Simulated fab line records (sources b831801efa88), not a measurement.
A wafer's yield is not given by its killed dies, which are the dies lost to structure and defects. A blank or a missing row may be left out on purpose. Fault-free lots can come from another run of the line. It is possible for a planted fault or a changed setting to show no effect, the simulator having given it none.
The tool behind it: which one? | flow sky130 | 45 wafers from 15 lots sampled at 2 of the route's 708 steps

== WHAT THE GAUGES SHOWED, per wafer ==
SKY_NWELL_RS_MEAS_29: a four-point-probe measurement. Usual: for NWELL_RS the level is 624.8 ohm/sq and the standard deviation is 2.
lot  | measured     | on            | NWELL_RS (ohm/sq) | flag
L415 | day 5 10:03  | film_metro-04 | 624.0 625.5 625.4 |
L416 | day 5 14:10  | film_metro-03 | 627.4 628.5 629.2 |
L418 | day 6 02:49  | film_metro-01 | 624.6 623.1 625.4 |
L420 | day 6 14:58  | film_metro-01 | 627.1 626.8 625.9 |
L421 | day 6 19:50  | film_metro-01 | 624.9 626.6 625.5 |
L423 | day 7 04:21  | film_metro-01 | 133.0 133.2 133.1 | OFF
L424 | day 7 12:30  | film_metro-01 | 132.9 132.9 132.8 | OFF
L425 | day 7 16:31  | film_metro-04 | 132.7 132.7 132.7 | OFF
L426 | day 7 23:19  | film_metro-03 | 625.4 625.9 627.5 |
L432 | day 9 18:12  | film_metro-03 | 627.0 622.1 624.2 |
L433 | day 9 19:16  | film_metro-03 | 623.6 622.7 625.2 |
L434 | day 9 23:18  | film_metro-03 | 623.6 624.3 625.0 |
L436 | day 10 17:52 | film_metro-01 | 623.4 625.4 623.9 |
L437 | day 11 00:31 | film_metro-03 | 624.9 624.2 622.7 |
L438 | day 11 04:49 | film_metro-01 | 627.7 627.5 626.5 |

== WHAT TOOL EACH LOT RAN ON (gives the tool, then ch and the chambers of the sampled wafers, and finally the start) ==
lot  | SKY_NWELL_RTA_28
L415 | rtp_anneal-01 ch 0, day 5 09:57
L416 | rtp_anneal-02 ch 0, day 5 14:04
L418 | rtp_anneal-01 ch 0, day 6 02:43
L420 | rtp_anneal-02 ch 0, day 6 14:52
L421 | rtp_anneal-01 ch 0, day 6 19:44
L423 | rtp_anneal-01, day 7 04:09
L424 | rtp_anneal-01, day 7 12:24
L425 | rtp_anneal-02, day 7 16:19
L426 | rtp_anneal-02 ch 0, day 7 23:07
L432 | rtp_anneal-02 ch 0, day 9 18:06
L433 | rtp_anneal-01 ch 0, day 9 19:10
L434 | rtp_anneal-02 ch 0, day 9 23:11
L436 | rtp_anneal-02 ch 0, day 10 17:46
L437 | rtp_anneal-01 ch 0, day 11 00:25
L438 | rtp_anneal-02 ch 0, day 11 04:43
- SKY_NWELL_RTA_28: time 30 s.

== AS READ BY THE TOOLS THEMSELVES (means over the sampled wafers that have a number; for cases with no such wafer, the mark the record gives instead) ==
SKY_NWELL_RTA_28. Usual: anneal_temp_c_max 1055.6, standard deviation 1.6; chamber_o2_ppm 2.000, standard deviation 0.022; lamp_power_pct 25.30 %, standard deviation 0.049; wafer_temp_C_max 1054.9, standard deviation 0.99.
lot  | tool          | anneal_temp_c_max | chamber_o2_ppm | lamp_power_pct (%) | wafer_temp_C_max | flag
L415 | rtp_anneal-01 | 1056.8            | 2.012          | 25.28              | 1055.1           |
L416 | rtp_anneal-02 | 1054.7            | 1.981          | 25.30              | 1054.5           |
L418 | rtp_anneal-01 | 1057.6            | 2.009          | 25.29              | 1055.2           |
L420 | rtp_anneal-02 | 1055.7            | 1.982          | 25.28              | 1054.3           |
L421 | rtp_anneal-01 | 1056.9            | 2.001          | 25.30              | 1055.7           |
L423 | rtp_anneal-01 | -                 | -              | -                  | -                | OFF
L424 | rtp_anneal-01 | -                 | -              | -                  | -                | OFF
L425 | rtp_anneal-02 | -                 | -              | -                  | -                | OFF
L426 | rtp_anneal-02 | 1054.3            | 1.967          | 25.29              | 1053.6           |
L432 | rtp_anneal-02 | 1053.2            | 2.004          | 25.32              | 1054.8           |
L433 | rtp_anneal-01 | 1056.2            | 1.983          | 25.33              | 1054.1           |
L434 | rtp_anneal-02 | 1054.4            | 2.013          | 25.34              | 1056.1           |
L436 | rtp_anneal-02 | 1054.4            | 1.991          | 25.31              | 1054.7           |
L437 | rtp_anneal-01 | 1056.7            | 1.996          | 25.32              | 1054.6           |
L438 | rtp_anneal-02 | 1056.3            | 1.997          | 25.30              | 1054.2           |

== THE ANSWER, worked out from the rows above alone ==
Rule: a lot counts as off when the mean over its wafers that have a number is more than 3 standard deviations away from the usual mean. A lot without any number at a reading at which 4 lots or more have one is off too. The other lots that the step has rows for count as sound. After the gauges, taken in route order, come the tools' own readings; for these a lot's mean is taken, as printed above. At the first step where some lot is off, the reading lying furthest off is the one used; lots without a number count as furthest.
Off: L423, L424, L425, at SKY_NWELL_RS_MEAS_29 (NWELL_RS).
A tool fits if, at a process step before that reading, it ran every lot that is off, and no sound lot after the first of them. Not tried: the gauges at SKY_NWELL_RS_MEAS_29; whatever is off there is also off at SKY_NWELL_RTA_28, on other tools, and gauge error can't account for it. Not one of the candidates tried fits.

== WHAT THE SIMULATOR HAD PUT IN ==
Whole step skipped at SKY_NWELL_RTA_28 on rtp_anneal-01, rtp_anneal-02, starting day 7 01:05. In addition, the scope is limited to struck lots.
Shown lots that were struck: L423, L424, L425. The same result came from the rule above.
